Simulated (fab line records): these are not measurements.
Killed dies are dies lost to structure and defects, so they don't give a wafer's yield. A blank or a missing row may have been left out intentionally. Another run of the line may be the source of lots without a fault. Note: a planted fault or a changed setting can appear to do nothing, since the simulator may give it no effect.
Which tool did it? + flow sky130 + 15 lots, 45 wafers sampled, at 6 steps of a route of 708

WHAT THE GAUGES READ, wafer by wafer
SKY_NWELL_TW_MEAS_26.
| lot  | measured     | on           | NWELL_2_TW  |
|------|--------------|--------------|-------------|
| L264 | day 5 06:58  | filmMetro-01 | 494 491 488 |
| L265 | day 5 09:14  | filmMetro-02 | 495 495 496 |
| L266 | day 5 14:40  | filmMetro-04 | 490 492 492 |
| L267 | day 5 21:32  | filmMetro-04 | 490 494 492 |
| L271 | day 7 01:00  | filmMetro-01 | 30 30 30    |
| L272 | day 7 21:42  | filmMetro-04 | 30 29 29    |
| L274 | day 7 23:46  | filmMetro-04 | 30 29 29    |
| L273 | day 8 00:05  | filmMetro-01 | 497 496 498 |
| L275 | day 8 00:09  | filmMetro-04 | 492 495 490 |
| L276 | day 8 09:40  | filmMetro-04 | 493 494 494 |
| L277 | day 8 12:28  | filmMetro-01 | 496 493 493 |
| L280 | day 9 08:00  | filmMetro-04 | 492 493 494 |
| L281 | day 9 12:03  | filmMetro-02 | 499 501 498 |
| L283 | day 10 05:17 | filmMetro-01 | 495 497 496 |
| L284 | day 10 07:25 | filmMetro-01 | 495 494 495 |

SKY_SD_N_OVL_MEAS_08.
| lot  | measured     | on         | SD_N_OVL (nm)  |
|------|--------------|------------|----------------|
| L264 | day 27 11:50 | overlay-01 | -1.0 -0.6 0.1  |
| L265 | day 27 17:53 | overlay-02 | 2.7 1.4 3.0    |
| L266 | day 28 05:59 | overlay-01 | 0.1 -1.1 -0.2  |
| L267 | day 28 13:49 | overlay-02 | 1.4 2.6 2.7    |
| L271 | day 30 05:46 | overlay-01 | -2.3 -1.6 -0.6 |
| L272 | day 31 06:27 | overlay-02 | 0.9 -1.0 1.3   |
| L274 | day 31 20:59 | overlay-01 | 0.9 -1.4 -0.3  |
| L273 | day 31 22:14 | overlay-02 | 1.7 2.3 1.6    |
| L275 | day 31 14:26 | overlay-02 | 1.8 1.8 1.9    |
| L276 | day 32 05:32 | overlay-02 | 0.8 0.9 -0.4   |
| L277 | day 32 07:08 | overlay-02 | 0.6 1.1 0.5    |
| L280 | day 33 06:34 | overlay-02 | 0.4 1.6 -0.3   |
| L281 | day 33 10:02 | overlay-02 | -0.9 0.0 0.9   |
| L283 | day 34 07:01 | overlay-02 | 0.2 0.3 2.1    |
| L284 | day 34 08:26 | overlay-02 | -0.1 -1.7 -0.9 |

SKY_VIA1_BOW_MEAS_03.
| lot  | measured     | on           | VIA1_BOW (um) |
|------|--------------|--------------|---------------|
| L264 | day 32 13:25 | filmMetro-03 | 78 85 81      |
| L265 | day 32 18:27 | filmMetro-03 | 81 87 86      |
| L266 | day 33 06:23 | filmMetro-02 | 68 73 98      |
| L267 | day 33 13:08 | filmMetro-01 | 70 73 80      |
| L271 | day 35 02:56 | filmMetro-02 | 69 78 82      |
| L272 | day 36 02:55 | filmMetro-01 | 67 81 86      |
| L274 | day 36 17:24 | filmMetro-03 | 85 86 90      |
| L273 | day 36 18:20 | filmMetro-03 | 87 73 79      |
| L275 | day 36 10:23 | filmMetro-01 | 73 71 67      |
| L276 | day 37 02:13 | filmMetro-03 | 79 80 79      |
| L277 | day 37 03:31 | filmMetro-02 | 84 78 85      |
| L280 | day 38 00:37 | filmMetro-02 | 67 84 70      |
| L281 | day 38 03:44 | filmMetro-03 | 81 90 90      |
| L283 | day 38 23:54 | filmMetro-03 | 71 70 73      |
| L284 | day 39 00:09 | filmMetro-02 | 92 94 95      |

WHICH TOOL RAN EACH LOT (tool, then ch and the chambers of the sampled wafers, then the start)
| lot  | SKY_NWELL_STRIP_14                 | SKY_NWELL_STRIP_25                  | SKY_CONTACT_ETCH_17               |
|------|------------------------------------|-------------------------------------|-----------------------------------|
| L264 | plasmaAsher-03 ch 0,1, day 4 13:38 | plasmaAsher-03 ch 0,1, day 5 06:51  | rieDiel-01 ch 0,1, day 31 06:25   |
| L265 | plasmaAsher-03 ch 0,1, day 4 16:35 | plasmaAsher-03 ch 0,1, day 5 09:08  | rieDiel-01 ch 0,1,3, day 31 11:04 |
| L266 | plasmaAsher-04 ch 0,1, day 4 21:14 | plasmaAsher-03 ch 0,1, day 5 14:35  | rieDiel-01 ch 1,3, day 31 23:07   |
| L267 | plasmaAsher-01 ch 0,1, day 5 04:17 | plasmaAsher-03 ch 0,1, day 5 21:26  | rieDiel-03 ch 0,1,2, day 32 06:19 |
| L271 | plasmaAsher-04 ch 0,1, day 6 05:44 | plasmaAsher-03 ch 0,1, day 7 00:54  | rieDiel-01 ch 0,1,3, day 33 21:25 |
| L272 | plasmaAsher-01 ch 0,1, day 7 01:33 | plasmaAsher-04 ch 0,1, day 7 21:36  | rieDiel-02 ch 0,1,3, day 34 21:19 |
| L274 | plasmaAsher-01 ch 0,1, day 7 03:42 | plasmaAsher-03 ch 0,1, day 7 23:39  | rieDiel-03 ch 2,3, day 35 11:25   |
| L273 | plasmaAsher-04 ch 0,1, day 7 03:59 | plasmaAsher-03 ch 0,1, day 7 23:59  | rieDiel-01 ch 1,2, day 35 12:40   |
| L275 | plasmaAsher-04 ch 0,1, day 7 04:09 | plasmaAsher-01 ch 1, day 8 00:03    | rieDiel-02 ch 1,2,3, day 35 04:49 |
| L276 | plasmaAsher-01 ch 0,1, day 7 13:05 | plasmaAsher-01 ch 0,1, day 8 09:33  | rieDiel-03 ch 0,1,3, day 35 19:58 |
| L277 | plasmaAsher-03 ch 0,1, day 7 16:01 | plasmaAsher-04 ch 0,1, day 8 12:23  | rieDiel-03 ch 0,2, day 35 21:31   |
| L280 | plasmaAsher-01 ch 0,1, day 8 10:59 | plasmaAsher-04 ch 0,1, day 9 07:54  | rieDiel-03 ch 1,2,3, day 36 18:55 |
| L281 | plasmaAsher-04 ch 0,1, day 8 15:39 | plasmaAsher-01 ch 0,1, day 9 11:57  | rieDiel-03 ch 0,2, day 36 23:01   |
| L283 | plasmaAsher-03 ch 0,1, day 9 06:50 | plasmaAsher-01 ch 0,1, day 10 05:11 | rieDiel-01 ch 0,1, day 37 19:38   |
| L284 | plasmaAsher-01 ch 0,1, day 9 08:35 | plasmaAsher-04 ch 0,1, day 10 07:20 | rieDiel-02 ch 1,2,3, day 37 19:55 |
- SKY_NWELL_STRIP_14: strips in O2/N2.
- SKY_NWELL_STRIP_25: strips in O2/N2.
- SKY_CONTACT_ETCH_17: etches SiO2 in C4F8/O2/Ar, stops on Si3N4, target depth 340 nm.

WHAT THE TOOLS THEMSELVES READ (means of the sampled wafers that have a number; where no wafer has one, the mark that the record gives instead)
SKY_NWELL_STRIP_14.
| lot  | tool           | chamberPressureMTorr (mTorr) | drypumpMotorCurrentA (A) | oesProductAu (a.u.) | stripTimeToEndpointS (s) |
|------|----------------|------------------------------|--------------------------|---------------------|--------------------------|
| L264 | plasmaAsher-03 | 1498.9                       | 5.9                      | 0.729               | 37.01                    |
| L265 | plasmaAsher-03 | 1499.9                       | 5.9                      | 0.726               | 36.98                    |
| L266 | plasmaAsher-04 | 1500.4                       | 5.0                      | 0.724               | 37.04                    |
| L267 | plasmaAsher-01 | 1498.4                       | 5.6                      | 0.717               | 36.93                    |
| L271 | plasmaAsher-04 | -                            | -                        | -                   | -                        |
| L272 | plasmaAsher-01 | -                            | -                        | -                   | -                        |
| L274 | plasmaAsher-01 | -                            | -                        | -                   | -                        |
| L273 | plasmaAsher-04 | 1499.9                       | 4.9                      | 0.723               | 36.91                    |
| L275 | plasmaAsher-04 | 1501.2                       | 5.0                      | 0.724               | 37.01                    |
| L276 | plasmaAsher-01 | 1499.0                       | 5.6                      | 0.727               | 37.17                    |
| L277 | plasmaAsher-03 | 1499.8                       | 5.9                      | 0.727               | 36.90                    |
| L280 | plasmaAsher-01 | 1501.3                       | 5.6                      | 0.721               | 36.90                    |
| L281 | plasmaAsher-04 | 1500.2                       | 4.9                      | 0.722               | 37.13                    |
| L283 | plasmaAsher-03 | 1500.3                       | 5.7                      | 0.725               | 36.85                    |
| L284 | plasmaAsher-01 | 1499.3                       | 5.6                      | 0.719               | 36.76                    |

SKY_NWELL_STRIP_25.
| lot  | tool           | chamberPressureMTorr (mTorr) | drypumpMotorCurrentA (A) | oesProductAu (a.u.) | stripTimeToEndpointS (s) |
|------|----------------|------------------------------|--------------------------|---------------------|--------------------------|
| L264 | plasmaAsher-03 | 1499.9                       | 5.7                      | 0.724               | 36.87                    |
| L265 | plasmaAsher-03 | 1499.9                       | 5.8                      | 0.724               | 36.92                    |
| L266 | plasmaAsher-03 | 1500.5                       | 5.8                      | 0.722               | 36.82                    |
| L267 | plasmaAsher-03 | 1500.8                       | 5.9                      | 0.725               | 37.11                    |
| L271 | plasmaAsher-03 | 1498.7                       | 5.9                      | 0.737               | 81.20                    |
| L272 | plasmaAsher-04 | 1500.5                       | 5.0                      | 0.744               | 81.48                    |
| L274 | plasmaAsher-03 | 1499.6                       | 5.7                      | 0.740               | 81.40                    |
| L273 | plasmaAsher-03 | 1499.3                       | 5.7                      | 0.720               | 36.84                    |
| L275 | plasmaAsher-01 | 1501.2                       | 6.0                      | 0.728               | 36.90                    |
| L276 | plasmaAsher-01 | 1500.1                       | 5.6                      | 0.718               | 36.93                    |
| L277 | plasmaAsher-04 | 1499.3                       | 4.9                      | 0.725               | 36.90                    |
| L280 | plasmaAsher-04 | 1500.8                       | 4.9                      | 0.721               | 36.82                    |
| L281 | plasmaAsher-01 | 1500.4                       | 5.6                      | 0.718               | 36.77                    |
| L283 | plasmaAsher-01 | 1499.3                       | 5.8                      | 0.726               | 36.78                    |
| L284 | plasmaAsher-04 | 1500.6                       | 5.1                      | 0.722               | 36.86                    |

SKY_CONTACT_ETCH_17.
| lot  | tool       | oesProductAu (a.u.) |
|------|------------|---------------------|
| L264 | rieDiel-01 | 0.890               |
| L265 | rieDiel-01 | 0.891               |
| L266 | rieDiel-01 | 0.898               |
| L267 | rieDiel-03 | 0.890               |
| L271 | rieDiel-01 | 0.890               |
| L272 | rieDiel-02 | 0.892               |
| L274 | rieDiel-03 | 0.891               |
| L273 | rieDiel-01 | 0.891               |
| L275 | rieDiel-02 | 0.891               |
| L276 | rieDiel-03 | 0.890               |
| L277 | rieDiel-03 | 0.889               |
| L280 | rieDiel-03 | 0.894               |
| L281 | rieDiel-03 | 0.893               |
| L283 | rieDiel-01 | 0.890               |
| L284 | rieDiel-02 | 0.891               |

THE ANSWER, worked out from the rows above alone
Rule: what is usual is taken from the lots themselves. The widest of any qualifying gaps counts: lots, ordered by their means at a reading, are off when they make up no more than a third of the lots, leave a main group of 4 or more, and stand apart from it by 3 or more times the standard deviation of that group's means. A main group is skipped when, at the precision printed for the reading in the tables above, its means are all equal. Also off: a lot with no number at a reading for which 4 or more lots have one. All remaining lots with rows at the step are treated as sound. First the gauges in route order, then the tools' own readings, where a lot's mean is used as printed above. The first step at which some lot is off is used, and at that step the reading that is off furthest; a lot without a number counts as furthest.
Off: at SKY_NWELL_TW_MEAS_26 (NWELL_2_TW), L271, L272, L274. Main group: mean 494, sd 2.4.
A tool fits if, at a process step before that reading, it ran every lot that is off, and no sound lot after the first of them. Not tried: the gauges at SKY_NWELL_TW_MEAS_26; whatever is off there is also off at SKY_NWELL_STRIP_14, on other tools, and gauge error can't account for it. No candidate that was tried fits.

WHAT THE SIMULATOR PUT IN
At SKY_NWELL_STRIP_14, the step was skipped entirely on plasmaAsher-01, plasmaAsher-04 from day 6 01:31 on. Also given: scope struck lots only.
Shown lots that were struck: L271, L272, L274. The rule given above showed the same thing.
